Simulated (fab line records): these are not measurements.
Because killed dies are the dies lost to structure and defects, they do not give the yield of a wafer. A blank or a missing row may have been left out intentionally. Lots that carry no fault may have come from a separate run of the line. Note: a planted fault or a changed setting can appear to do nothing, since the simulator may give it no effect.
Matching of chambers | flow sky130 | 4 sister chambers for SKY_CONTACT_CMP_04 on cmp-02
The step polishes SiO2. 8 wafers are shown with their chamber, then 8 later ones without.

EACH WAFER AND ITS CHAMBER
wafer  | chamber | motor current A (A) | time to endpoint s (s)
L122.4 | 1       | 12.5                | 83
L122.5 | 2       | 10.5                | 88
L122.6 | 1       | 12.5                | 81
L128.6 | 2       | 11.0                | 83
L130.4 | 0       | 12.9                | 82
L130.5 | 0       | 12.3                | 85
L130.6 | 3       | 12.5                | 80
L131.1 | 3       | 13.0                | 82

WAFERS WITHOUT THEIR CHAMBER
wafer  | motor current A (A) | time to endpoint s (s)
L131.3 | 12.1                | 81
L131.5 | 10.2                | 85
L132.1 | 13.3                | 87
L132.3 | 12.6                | 82
L132.5 | 10.6                | 86
L136.1 | 13.0                | 85
L136.3 | 13.0                | 83
L136.6 | 11.6                | 83

CHAMBER TAKEN BY EACH
wafer  | from the rows above               | in truth
L131.3 | can't be placed: 1 or 0 or 3      | 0
L131.5 | 2                                 | 2
L132.1 | can't be placed: 0 or 3 or 1      | 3
L132.3 | can't be placed: 1 or 3 or 0      | 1
L132.5 | 2                                 | 2
L136.1 | can't be placed: 0 or 3 or 1      | 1
L136.3 | can't be placed: 3 or 0 or 1      | 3
L136.6 | can't be placed: 1 or 2 or 0 or 3 | 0
2 of 8 placed correctly. Can't be placed from these rows: 6 (the true chamber is among the candidates in 6). Wrongly placed: 0.
How it was worked out, from the rows above alone: a wafer's distance from a chamber is the root of the sum, over the readings, of the square of ((its reading less the chamber's mean) divided by the reading's scatter). If the next closest chamber is less than 2 further off than the closest, the wafer can't be placed; otherwise it belongs to the closest. For every chamber, the mean is computed from those of its wafers that are shown. How the scatter is found: for the shown wafers, subtract from each reading the mean of its chamber, square and add these, divide the total by (wafers less chambers), then take the root.
